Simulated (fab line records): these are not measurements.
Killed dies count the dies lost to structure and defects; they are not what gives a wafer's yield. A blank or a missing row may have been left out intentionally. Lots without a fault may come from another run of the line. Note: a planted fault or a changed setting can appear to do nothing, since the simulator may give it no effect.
Comparing a struck lot with a sound one || flow sky130 || 14 steps out of a route of 708
Sound: these wafers, L247.2, L247.4, L247.6. Wafers L243.1, L243.2, L243.3 were the ones struck. At the end, the cause is stated.
Each step with rows lists, per side, the tool, then ch with its chambers, then its first start. Under that, the readings that differ: sound wafers || struck wafers || difference of the means || sigmas: that difference in standard deviations of wafers without a fault.
alike: readings whose means differ by less than 2 such deviations, and words and numbers that are the same on both sides. not compared: withheld readings, readings that some wafer has no value for, bounds like >300 that may hide the same value, and numbers for which the record gives no deviation and whose values overlap.
The two part at a step that has a row with sigmas, a row that says differs or no value, or rows on one side only. Numbers that have no deviation but don't overlap get no sigmas and don't part them. Lack of a reading on every wafer of one side parts them only where that side has two or more wafers.

first, 4 steps without rows for these wafers: SKY_DNWELL_EXPOSE_04 (exposes mask DNM, target cd 3000 nm); SKY_DNWELL_PEB_05; SKY_DNWELL_DEVELOP_06 (develop time 60 s); SKY_DNWELL_IMPLANT_07.
SKY_DNWELL_STRIP_08: strips in O2/N2.
  sound on plasma asher-02 ch 0,1, day 8 02:01; struck on plasma asher-02 ch 0,1, day 7 00:28
  alike: drypump motor current A, oes product au, strip time to endpoint s
  not compared: rf hours counter h
SKY_DNWELL_TW_MEAS_09:
  sound on film metro-03, day 8 02:08; struck on film metro-02, day 7 00:34
  alike: DNWELL_TW
then, 6 steps without rows for these wafers: SKY_PWDE_DEHYDRATE_00 (time 60 s); SKY_PWDE_HMDS_01 (prime time 60 s); SKY_PWDE_COAT_02 (resist thk 3000 nm); SKY_PWDE_SOFTBAKE_03; SKY_PWDE_EXPOSE_04 (exposes mask PWDEM, target cd 840 nm); SKY_PWDE_PEB_05.
SKY_PWDE_DEVELOP_06: develop time 60 s.
  struck on litho track-04, day 7 20:00; sound on litho track-04 ch 0, day 8 22:00
  no value came back on the struck wafers for chill plate temp C (C), develop time s (s); on the sound wafers chill plate temp C (C) reads 22.91 23.17 23.06
SKY_PWDE_OVL_MEAS_07:
  sound on overlay-02, day 8 23:02; struck on overlay-02, day 7 20:19
{"reading": "PWDE_OVL (nm)", "sound": "-3.3 -2.7 -2.5", "struck": "- - -", "difference": "no value on the struck wafers", "sigmas": ""}

WHERE THEY PART
At SKY_PWDE_DEVELOP_06 first; at SKY_PWDE_OVL_MEAS_07 last (within this record only).

WHY: what the simulator had put in
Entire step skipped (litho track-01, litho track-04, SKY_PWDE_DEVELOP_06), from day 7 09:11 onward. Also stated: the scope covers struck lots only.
